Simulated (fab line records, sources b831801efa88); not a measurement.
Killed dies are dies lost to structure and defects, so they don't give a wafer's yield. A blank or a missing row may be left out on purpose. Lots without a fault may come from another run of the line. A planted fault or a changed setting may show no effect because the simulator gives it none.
A struck lot beside a sound one | flow sky130 | 15 steps out of a route of 708
Sound: wafers L720.2, L720.4, L720.6. Struck: wafers L735.1, L735.3, L735.4. The cause comes at the end.
At each step with rows: each side's tool, then ch and its chambers, then its first start. Under that, the readings that differ: sound wafers | struck wafers | difference of the means | sigmas: that difference in standard deviations of wafers without a fault.
alike: readings whose means differ by less than 2 such deviations, and words and numbers that are the same on both sides. not compared: withheld readings, readings that some wafer has no value for, bounds like >300 that may hide the same value, and numbers for which the record gives no deviation and whose values overlap.
The two part at a step that has a row with sigmas, a row that says differs or no value, or rows on one side only. Numbers that don't overlap but have no deviation are shown without sigmas and don't part them. A reading that every wafer of one side lacks parts them only if that side has two wafers or more.

first, 8 steps without rows for these wafers: SKY_FIELD_ISO_DEHYDRATE_05 (time 60 s); SKY_FIELD_ISO_HMDS_06 (prime time 60 s); SKY_FIELD_ISO_COAT_07 (resist thk 60 nm); SKY_FIELD_ISO_COAT_08 (resist thk 450 nm); SKY_FIELD_ISO_SOFTBAKE_09 (time 90 s); SKY_FIELD_ISO_EXPOSE_10 (exposes mask FOM, target cd 150 nm); SKY_FIELD_ISO_PEB_11; SKY_FIELD_ISO_DEVELOP_12 (develop time 60 s).
SKY_FIELD_ISO_CD_MEAS_13: target cd 150 nm.
  sound on cd_sem-02, day 2 05:38; struck on cd_sem-02, day 5 13:55
  alike: cd_nm
SKY_FIELD_ISO_ETCH_14: etches BARC in N2/H2, stops on SiO2, time 45.9 s, target depth 60 nm.
  sound on rie_diel-01 ch 0,1, day 2 05:44; struck on rie_diel-02 ch 1,2,3, day 5 14:02
  alike: bias_w, drypump_motor_current_A, oes_product_au, throttle_valve_pct
  not compared: rf_hours_counter_h
SKY_FIELD_ISO_ETCH_15: etches the open film in CHF3/O2, stops on Si, target depth 180 nm, time 72 s.
  sound on rie_diel-01 ch 0,1, day 2 05:47; struck on rie_diel-02 ch 1,2,3, day 5 14:05
  alike: O2_flow_sccm, bias_w, drypump_motor_current_A, oes_product_au, throttle_valve_pct
  not compared: rf_hours_counter_h
SKY_FIELD_ISO_STRIP_16: strips in O2/N2.
  sound on plasma_asher-01 ch 0,1, day 2 05:50; struck on plasma_asher-01 ch 0,1, day 5 14:08
  alike: drypump_motor_current_A, oes_product_au, strip_time_to_endpoint_s
  not compared: rf_hours_counter_h
SKY_FIELD_ISO_ETCH_17: etches Si in HBr/Cl2/O2, target depth 342 nm, time 97.7 s.
  sound on rie_si-02 ch 0,1,2, day 2 05:56; struck on rie_si-01 ch 0,2,3, day 5 14:14
  reading    | sound             | struck            | difference | sigmas
  bias_w (W) | 149.5 149.3 149.7 | 155.6 155.1 156.1 | +6.1       | +14
  alike: O2_flow_sccm, drypump_motor_current_A, oes_product_au, throttle_valve_pct
  not compared: rf_hours_counter_h
then, 1 step without rows for these wafers: SKY_FIELD_ISO_WET_ETCH_18 (etches Si3N4 in H3PO4, target depth 25 nm, time 286 s).
-- the record jumps here: 44 days lie between the struck wafers' starts before and after (it left off in module FIELD_ISO and takes up again in module PAD_OPEN, whose first step shown is number 708 of the route) --
SKY_PAD_OPEN_PROBE_99:
  sound on prober-02, day 45 11:47; struck on prober-01, day 49 18:24
  reading            | sound    | struck   | difference | sigmas
  killed_at_M0_to_M3 | 66 46 46 | 36 38 37 | -16        | -2
  alike: killed_at_M4_up, killed_at_contacts, killed_at_front_end, killed_at_other, killed_dies, killed_open, killed_short

WHERE THEY PART
First at SKY_FIELD_ISO_ETCH_17; last, within this record, at SKY_PAD_OPEN_PROBE_99.

WHY: what the simulator had put in
Process parameter drift: rie_si-01, from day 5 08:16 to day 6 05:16, at SKY_FIELD_ISO_ETCH_17. Setting bias_w, moved by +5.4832, from 150. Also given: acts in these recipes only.
